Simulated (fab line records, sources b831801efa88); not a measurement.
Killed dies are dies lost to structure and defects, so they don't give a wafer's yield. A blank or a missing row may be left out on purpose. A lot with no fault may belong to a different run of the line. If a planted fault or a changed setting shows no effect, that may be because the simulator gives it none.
The tool behind it: which one? -- flow sky130 -- 14 lots with 42 wafers sampled at 3 steps, on a route of 708 steps

== WHAT THE GAUGES READ, wafer by wafer ==
The record holds no reading of a measuring or inspecting step that can be judged against a usual standard deviation.

== EACH LOT AND THE TOOL THAT RAN IT (in order: tool; ch and the chambers of the sampled wafers; start) ==
lot,SKY_METAL4_ETCH_16,SKY_VIA4_EXPOSE_08,SKY_METAL5_SPUTTER_03
L120,"rie-metal-04 ch 0,1, day 42 02:11","iline-stepper-02 ch 0, day 42 14:56","pvd-sputter-03, day 43 04:07"
L121,"rie-metal-01 ch 0,1, day 42 12:46","iline-stepper-01 ch 0, day 43 02:28","pvd-sputter-03, day 43 14:39"
L124,"rie-metal-04 ch 0,1, day 43 05:25","iline-stepper-02 ch 0, day 43 18:21","pvd-sputter-02, day 44 06:04"
L125,"rie-metal-03 ch 1, day 43 18:19","iline-stepper-02 ch 0, day 44 06:20","pvd-sputter-03, day 44 18:58"
L126,"rie-metal-03 ch 1, day 44 09:19","iline-stepper-01 ch 0, day 44 22:26","pvd-sputter-03, day 45 10:13"
L128,"rie-metal-01 ch 0,1, day 44 11:40","iline-stepper-01 ch 0, day 45 00:13","pvd-sputter-03, day 45 11:40"
L127,"rie-metal-03 ch 0,1, day 44 14:41","iline-stepper-01 ch 0, day 45 03:06","pvd-sputter-04, day 45 14:39"
L130,"rie-metal-03 ch 1, day 45 03:13","iline-stepper-01 ch 0, day 45 15:53","pvd-sputter-02, day 46 03:34"
L133,"rie-metal-04 ch 0, day 45 09:16","iline-stepper-01 ch 0, day 45 21:19","pvd-sputter-02, day 46 09:06"
L134,"rie-metal-04 ch 0,1, day 45 15:40","iline-stepper-02 ch 0, day 46 03:34","pvd-sputter-03, day 46 15:29"
L136,"rie-metal-03 ch 0,1, day 46 00:50","iline-stepper-02 ch 0, day 46 12:42","pvd-sputter-02, day 47 01:12"
L138,"rie-metal-03 ch 0,1, day 46 22:11","iline-stepper-01, day 47 09:39",-
L140,"rie-metal-04 ch 0, day 47 00:11","iline-stepper-01, day 47 12:19",-
L143,"rie-metal-03 ch 0,1, day 47 17:43","iline-stepper-02 ch 0, day 48 04:52","pvd-sputter-04, day 48 15:46"
- SKY_METAL4_ETCH_16: etches BARC in N2/H2, stops on SiO2, time 88.2 s, target depth 60 nm.
- SKY_VIA4_EXPOSE_08: exposes mask VIM4, target cd 800 nm.
- SKY_METAL5_SPUTTER_03: material Ti, target thk 5 nm, time 3.3 s.

== WHAT THE TOOLS THEMSELVES READ (means of the sampled wafers that have a number; where no wafer has one, the mark that the record gives instead) ==
SKY_METAL4_ETCH_16.
lot,tool,drypump-motor-current-A (A),h2-flow-sccm (sccm),oes-product-au (a.u.),throttle-valve-pct (%)
L120,rie-metal-04,5.39,200.2,0.622,13.206
L121,rie-metal-01,5.69,200.0,0.627,13.199
L124,rie-metal-04,5.40,200.7,0.628,13.208
L125,rie-metal-03,5.65,199.4,0.630,13.209
L126,rie-metal-03,5.62,200.4,0.624,13.209
L128,rie-metal-01,5.59,199.5,0.625,13.208
L127,rie-metal-03,5.62,199.9,0.624,13.199
L130,rie-metal-03,5.64,200.9,0.629,13.214
L133,rie-metal-04,5.30,200.1,0.628,13.199
L134,rie-metal-04,5.40,200.0,0.628,13.212
L136,rie-metal-03,5.65,200.4,0.621,13.205
L138,rie-metal-03,5.67,199.7,0.622,13.203
L140,rie-metal-04,5.29,200.4,0.623,13.203
L143,rie-metal-03,5.63,199.1,0.629,13.215

SKY_VIA4_EXPOSE_08.
lot,tool,exposure-dose-mJ-cm2,focus-offset-nm (nm)
L120,iline-stepper-02,132.17,0.0
L121,iline-stepper-01,131.98,0.8
L124,iline-stepper-02,132.17,-0.0
L125,iline-stepper-02,132.04,-0.7
L126,iline-stepper-01,131.84,-0.2
L128,iline-stepper-01,131.99,0.2
L127,iline-stepper-01,132.04,-0.1
L130,iline-stepper-01,132.03,0.1
L133,iline-stepper-01,131.95,-0.2
L134,iline-stepper-02,131.92,0.3
L136,iline-stepper-02,132.01,-0.3
L138,iline-stepper-01,-,-
L140,iline-stepper-01,-,-
L143,iline-stepper-02,132.17,0.7

SKY_METAL5_SPUTTER_03.
lot,tool,throttle-valve-pct (%)
L120,pvd-sputter-03,28.5
L121,pvd-sputter-03,29.1
L124,pvd-sputter-02,30.1
L125,pvd-sputter-03,29.7
L126,pvd-sputter-03,30.3
L128,pvd-sputter-03,29.3
L127,pvd-sputter-04,30.4
L130,pvd-sputter-02,30.1
L133,pvd-sputter-02,30.1
L134,pvd-sputter-03,29.8
L136,pvd-sputter-02,28.9
L143,pvd-sputter-04,30.7

== THE ANSWER, worked out from the rows above alone ==
Rule: the lots themselves supply what counts as usual. Put in order of their means at a reading, lots are off if they are a third of the lots or fewer, leave a main group of 4 or more, and stand apart from it by a gap of 3 or more times the standard deviation of the main group's means; of several such gaps the widest counts. The tables above print the reading to a certain number of digits; a main group whose means all agree to those digits is not used. Also off: a lot with no number at a reading for which 4 or more lots have one. Any other lot the step has rows for is counted as sound. First the gauges in route order, then the tools' own readings, where a lot's mean is used as printed above. The first step at which some lot is off is used, and at that step the reading that is off furthest; a lot without a number counts as furthest.
Off: L138, L140, at SKY_VIA4_EXPOSE_08 (exposure-dose-mJ-cm2). Without a number there: L138, L140. Mean 132.03 and standard deviation 0.099 in the main group.
If a tool, at that step or one of the process steps before it, ran each lot that is off and ran no sound lot following the first of them, it fits. One fits: SKY_VIA4_EXPOSE_08 on iline-stepper-01. Its last sound lot is L133 (day 45 21:19), its first lot that is off L138 (day 47 09:39): a fault that began between those two fits.
Blank at SKY_VIA4_EXPOSE_08 on the lots that are off, where sound lots have numbers: exposure-dose-mJ-cm2, focus-offset-nm.

== WHAT WAS PUT IN BY THE SIMULATOR ==
Whole step skipped at SKY_VIA4_EXPOSE_08 on iline-stepper-01, starting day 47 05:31. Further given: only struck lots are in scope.
Lots struck among those shown: L138, L140. Same finding as the rule above.
